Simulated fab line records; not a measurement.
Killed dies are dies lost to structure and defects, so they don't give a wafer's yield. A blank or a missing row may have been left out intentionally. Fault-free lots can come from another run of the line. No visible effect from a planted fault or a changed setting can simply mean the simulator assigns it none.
Chamber matching ; flow sky130 ; SKY_VIA4_ETCH_12 on rie_diel-02: 4 sister chambers
The step etches SiO2 in C4F8/O2/Ar, stops on TiN, target depth 580 nm. 4 wafers are shown with their chamber, then 8 later ones without.

== EACH WAFER AND ITS CHAMBER ==
wafer;chamber;oes_product_au (a.u.)
L875.5;3;0.922
L881.5;0;0.923
L881.6;1;0.924
L887.1;2;0.926

== WAFERS WHOSE CHAMBER IS MISSING ==
wafer;oes_product_au (a.u.)
L887.3;0.920
L887.5;0.923
L889.2;0.921
L889.3;0.928
L889.4;0.918
L890.1;0.918
L890.3;0.924
L890.4;0.924

== CHAMBER TAKEN BY EACH ==
wafer;from the rows above;in truth
L887.3;can't be placed: 3 or 0 or 1 or 2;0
L887.5;can't be placed: 0 or 1 or 3 or 2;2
L889.2;can't be placed: 3 or 0 or 1 or 2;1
L889.3;can't be placed: 2 or 1 or 0 or 3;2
L889.4;can't be placed: 3 or 0 or 1 or 2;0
L890.1;can't be placed: 3 or 0 or 1 or 2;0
L890.3;can't be placed: 1 or 0 or 2 or 3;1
L890.4;can't be placed: 1 or 0 or 2 or 3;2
Correctly placed: 0 of 8. Can't be placed from these rows: 8 (the true chamber is among the candidates in 8). Wrongly placed: 0.
How it was worked out, from the rows above alone: a wafer's distance from a chamber is the root of the sum, over the readings, of the square of ((its reading less the chamber's mean) divided by the reading's scatter). The wafer belongs to the nearest chamber; if the next one is less than 2 further off, it can't be placed. The mean given for a chamber averages the wafers shown for that chamber. The scatter (one wafer shown for each chamber): square how far every hidden wafer sits from the nearest shown wafer, average those squares and take the square root.
